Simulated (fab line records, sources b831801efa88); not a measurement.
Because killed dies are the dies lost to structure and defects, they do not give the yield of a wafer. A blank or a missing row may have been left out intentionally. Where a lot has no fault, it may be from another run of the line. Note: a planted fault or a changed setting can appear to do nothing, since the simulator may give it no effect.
Check for tools in common + flow sky130 + 33 wafers sampled across 11 lots

== WHY IT WAS OPENED ==
2 of 11 lots carry a flag on the reading SD_P_TW at SKY_SD_P_TW_MEAS_11. No-fault wafers: 2861, standard deviation 27.
Rule: flag the lot when none of its wafers has a number, or when each of its wafers that has one lies beyond 4 standard deviations from that mean. The other lots count as sound.

| lot  | measured     | on            | SD_P_TW, wafer by wafer | flag    |
|------|--------------|---------------|-------------------------|---------|
| L515 | day 26 19:33 | film metro-04 | 2888 2886 2886          |         |
| L517 | day 27 12:08 | film metro-04 | 2869 2864 2884          |         |
| L518 | day 27 14:55 | film metro-04 | 2867 2866 2878          |         |
| L520 | day 29 06:35 | film metro-01 | 2395 2394 2389          | FLAGGED |
| L519 | day 29 07:14 | film metro-01 | 2863 2864 2867          |         |
| L523 | day 29 12:44 | film metro-03 | 2383 2368 2377          | FLAGGED |
| L525 | day 30 07:55 | film metro-01 | 2856 2861 2849          |         |
| L529 | day 31 06:32 | film metro-04 | 2890 2886 2904          |         |
| L532 | day 32 05:23 | film metro-03 | 2825 2828 2826          |         |
| L533 | day 32 16:35 | film metro-04 | 2905 2889 2888          |         |
| L534 | day 32 20:08 | film metro-03 | 2818 2833 2843          |         |
On average the flagged lots' numbers are 2384, which is -477 against the usual, or -18 standard deviations.

== WHICH TOOL EACH LOT WENT THROUGH ==
Before the reading, the record contains 2 process steps out of a 708-step route. Read each cell as the tool, then ch plus the chambers that the sampled wafers visited, then the start.
| lot  | flag    | SKY_SD_P_IMPLANT_09             | SKY_SD_P_STRIP_10                    |
|------|---------|---------------------------------|--------------------------------------|
| L515 |         | implanter-01 ch 0, day 26 19:18 | plasma asher-04 ch 0,1, day 26 19:27 |
| L517 |         | implanter-04 ch 0, day 27 11:54 | plasma asher-04 ch 0,1, day 27 12:01 |
| L518 |         | implanter-04 ch 0, day 27 14:40 | plasma asher-04 ch 0,1, day 27 14:49 |
| L520 | FLAGGED | implanter-04 ch 0, day 29 06:22 | plasma asher-04 ch 0, day 29 06:29   |
| L519 |         | implanter-03 ch 0, day 29 06:59 | plasma asher-01 ch 0,1, day 29 07:08 |
| L523 | FLAGGED | implanter-04 ch 0, day 29 12:31 | plasma asher-01 ch 0,1, day 29 12:38 |
| L525 |         | implanter-03 ch 0, day 30 07:40 | plasma asher-01 ch 0,1, day 30 07:49 |
| L529 |         | implanter-01 ch 0, day 31 06:19 | plasma asher-04 ch 0,1, day 31 06:26 |
| L532 |         | implanter-01 ch 0, day 32 05:08 | plasma asher-04 ch 0,1, day 32 05:17 |
| L533 |         | implanter-04 ch 0, day 32 16:20 | plasma asher-01 ch 0,1, day 32 16:29 |
| L534 |         | implanter-01 ch 0, day 32 19:55 | plasma asher-03 ch 0,1, day 32 20:02 |
These steps, and what they do:
- SKY_SD_P_IMPLANT_09
- SKY_SD_P_STRIP_10: strips in O2/N2.
- SKY_SD_P_TW_MEAS_11

== FLAGGED OVER TOTAL, TOOL BY TOOL (the gauges that took the reading come last) ==
| step                | tool            | lots run | flagged | share of the flagged lots | sound lots run after its first flagged lot |
|---------------------|-----------------|----------|---------|---------------------------|--------------------------------------------|
| SKY_SD_P_IMPLANT_09 | implanter-01    | 4        | 0       | none                      | -                                          |
| SKY_SD_P_IMPLANT_09 | implanter-03    | 2        | 0       | none                      | -                                          |
| SKY_SD_P_IMPLANT_09 | implanter-04    | 5        | 2       | all                       | 1 (L533)                                   |
| SKY_SD_P_STRIP_10   | plasma asher-01 | 4        | 1       | some                      | 2 (L525,L533)                              |
| SKY_SD_P_STRIP_10   | plasma asher-03 | 1        | 0       | none                      | -                                          |
| SKY_SD_P_STRIP_10   | plasma asher-04 | 6        | 1       | some                      | 2 (L529,L532)                              |
| SKY_SD_P_TW_MEAS_11 | film metro-01   | 3        | 1       | some                      | 2 (L519,L525)                              |
| SKY_SD_P_TW_MEAS_11 | film metro-03   | 3        | 1       | some                      | 2 (L532,L534)                              |
| SKY_SD_P_TW_MEAS_11 | film metro-04   | 5        | 0       | none                      | -                                          |

== WHAT IS ALLOWED BY THE TABLE ==
In the table, 1 row covers all flagged lots: implanter-04 at SKY_SD_P_IMPLANT_09.
- implanter-04 at SKY_SD_P_IMPLANT_09: 2 of its 5 lots flagged. After the first flagged lot (L533), sound lots still ran on it; a lasting fault on the whole tool would not permit that. Its own readings (beam on s, dose ions cm2, faraday current uA) fall more than 4 standard deviations out on all wafers of the flagged lots.
There is no row in the table that ran each flagged lot and no sound lot after the first.

== WHAT THE SIMULATOR HAD INSERTED ==
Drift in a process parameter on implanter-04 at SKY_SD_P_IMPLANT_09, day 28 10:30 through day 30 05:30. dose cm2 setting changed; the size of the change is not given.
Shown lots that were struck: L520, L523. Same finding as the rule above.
